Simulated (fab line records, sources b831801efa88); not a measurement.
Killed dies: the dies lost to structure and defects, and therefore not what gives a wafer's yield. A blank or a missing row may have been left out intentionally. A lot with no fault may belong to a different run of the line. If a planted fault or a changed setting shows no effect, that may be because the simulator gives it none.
What tool caused it?	flow gf180mcu	11 lots with 33 wafers sampled at 4 steps, on a route of 602 steps

== WHAT THE GAUGES READ, wafer by wafer ==
GF_V1_THK_MEAS_03.
lot	measured	on	V1_CVD_02_THK (nm)
L193	day 17 06:22	film-metro-01	845 839 851
L194	day 17 16:37	film-metro-01	826 844 834
L196	day 18 11:13	film-metro-01	850 854 857
L204	day 21 21:41	film-metro-01	763 775 797 762 775 796
L205	day 22 03:39	film-metro-01	800 791 801 799 791 801
L208	day 23 02:08	film-metro-03	855 859 864
L207	day 23 06:21	film-metro-02	847 849 865
L210	day 23 13:47	film-metro-02	846 865 863
L211	day 23 23:43	film-metro-03	852 865 852
L213	day 25 00:08	film-metro-03	826 858 853
L215	day 25 09:59	film-metro-02	834 857 852

== TOOL THAT RAN EACH LOT (tool first, then ch and the chambers of the sampled wafers, then the start) ==
lot	GF_M1_SPUTTER_00	GF_M1_METAL_ETCH_16	GF_V1_CVD_02
L193	pvd-sputter-03, day 16 06:50	rie-metal-04 ch 0,1, day 17 05:30	pecvd-04 ch 0,1,2, day 17 06:17
L194	pvd-sputter-02, day 16 17:50	rie-metal-04 ch 0,1, day 17 15:44	pecvd-02 ch 0,1, day 17 16:32
L196	pvd-sputter-01, day 17 10:32	rie-metal-01 ch 0,1, day 18 10:21	pecvd-04 ch 0,1, day 18 11:07
L204	pvd-sputter-01, day 20 21:01	rie-metal-04 ch 1, day 21 20:44	pecvd-02 ch 0,1,2, day 21 21:37
L205	pvd-sputter-02, day 21 02:29	rie-metal-01 ch 1, day 22 02:41	pecvd-02 ch 1,2, day 22 03:34
L208	pvd-sputter-02, day 22 01:43	rie-metal-03 ch 0,1, day 23 01:17	pecvd-04 ch 1,2, day 23 02:02
L207	pvd-sputter-01, day 22 06:13	rie-metal-01 ch 0, day 23 05:30	pecvd-04 ch 0,1, day 23 06:17
L210	pvd-sputter-02, day 22 14:14	rie-metal-03 ch 0,1, day 23 12:56	pecvd-04 ch 1,2, day 23 13:41
L211	pvd-sputter-03, day 23 00:16	rie-metal-04 ch 0,1, day 23 22:52	pecvd-03 ch 0,1,2, day 23 23:37
L213	pvd-sputter-03, day 24 01:19	rie-metal-04 ch 0,1, day 24 23:10	pecvd-04 ch 1,2, day 25 00:03
L215	pvd-sputter-02, day 24 11:42	rie-metal-03 ch 0,1, day 25 09:05	pecvd-03 ch 0,1,2, day 25 09:54
- GF_M1_SPUTTER_00: material Ti, target thk 37.5 nm, time 150 s.
- GF_M1_METAL_ETCH_16: etches the open film in Cl2/BCl3, stops on SiO2, target depth 627.5 nm, time 104.6 s.
- GF_V1_CVD_02: deposits SiO2 from TEOS, target thk 850 nm, time 94.851 s.

== THE ANSWER, worked out from the rows above alone ==
Rule: what is usual is taken from the lots themselves. Put in order of their means at a reading, lots are off if they are a third of the lots or fewer, leave a main group of 4 or more, and stand apart from it by a gap of 3 or more times the standard deviation of the main group's means; of several such gaps the widest counts. If all means in a main group match to the digits the tables above print for the reading, that group is not used. Also off: a lot with no number at a reading for which 4 or more lots have one. The other lots that the step has rows for count as sound.
Off: L204, L205, at GF_V1_THK_MEAS_03 (V1_CVD_02_THK). The main group: mean 850 nm, standard deviation 7.5.
A tool fits if, at a process step before that reading, it ran every lot that is off, and no sound lot after the first of them. The gauges at GF_V1_THK_MEAS_03 are tried like those tools. Undecided on this evidence; 2 tools fit (pecvd-02 at GF_V1_CVD_02, film-metro-01 at GF_V1_THK_MEAS_03).

== WHAT THE SIMULATOR HAD PUT IN ==
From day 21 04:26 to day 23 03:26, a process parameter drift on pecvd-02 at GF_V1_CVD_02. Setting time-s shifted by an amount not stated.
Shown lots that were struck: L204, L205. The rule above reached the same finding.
